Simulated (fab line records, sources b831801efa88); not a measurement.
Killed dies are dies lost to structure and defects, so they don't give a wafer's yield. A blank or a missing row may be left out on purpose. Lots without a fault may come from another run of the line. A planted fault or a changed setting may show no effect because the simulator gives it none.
Chamber matching | flow sfq_line | SFQ_TRILAYER_I6_VIA_ETCH_VIA_ETCH_172 on rie_diel-03: 4 sister chambers
The step etches SiO2 in CHF3, stops on Nb, target depth 260 nm. 14 wafers are shown with their chamber, then 7 later ones without.

WAFERS WITH THEIR CHAMBER
wafer  | chamber | drypump_motor_current_A (A) | oes_product_au (a.u.)
L191.4 | 1       | 5.6                         | 0.848
L191.5 | 3       | 5.8                         | 0.853
L191.6 | 0       | 5.5                         | 0.846
L201.3 | 0       | 5.6                         | 0.854
L201.4 | 1       | 5.6                         | 0.845
L201.5 | 0       | 5.5                         | 0.843
L205.1 | 0       | 5.6                         | 0.857
L205.5 | 1       | 5.6                         | 0.856
L205.6 | 0       | 5.6                         | 0.848
L207.3 | 1       | 5.6                         | 0.843
L207.4 | 2       | 4.7                         | 0.849
L207.5 | 3       | 5.7                         | 0.843
L208.2 | 0       | 5.6                         | 0.858
L208.4 | 3       | 5.8                         | 0.850

SIGNATURES (means of the wafers above)
reading                 | chamber 0 | chamber 1 | chamber 2 | chamber 3 | scatter within a chamber
drypump_motor_current_A | 5.567     | 5.600     | 4.700     | 5.767     | 0.0447
oes_product_au          | 0.85100   | 0.84800   | 0.84900   | 0.84867   | 0.00585
Rule: a wafer's distance from a chamber is the root of the sum, over the readings, of the square of ((its reading less the chamber's mean) divided by the reading's scatter). The wafer belongs to the nearest chamber; if the next one is less than 2 further off, it can't be placed. The scatter: the root of (the sum of the squares of (reading less its chamber's mean) over the shown wafers, divided by (wafers less chambers)).

WAFERS WITHOUT THEIR CHAMBER
wafer  | drypump_motor_current_A (A) | oes_product_au (a.u.)
L208.6 | 5.7                         | 0.855
L211.1 | 5.8                         | 0.856
L211.4 | 4.7                         | 0.851
L211.6 | 5.8                         | 0.855
L214.2 | 4.7                         | 0.859
L214.4 | 5.5                         | 0.862
L214.5 | 5.6                         | 0.852

WHICH CHAMBER EACH WENT THROUGH
wafer  | from the rows above          | in truth
L208.6 | can't be placed: 3 or 1 or 0 | 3
L211.1 | 3                            | 3
L211.4 | 2                            | 2
L211.6 | 3                            | 3
L214.2 | 2                            | 2
L214.4 | can't be placed: 0 or 1      | 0
L214.5 | can't be placed: 1 or 0      | 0
Placed correctly: 4 of 7. Can't be placed from these rows: 3 (the true chamber is among the candidates in 3). Placed wrongly: 0.
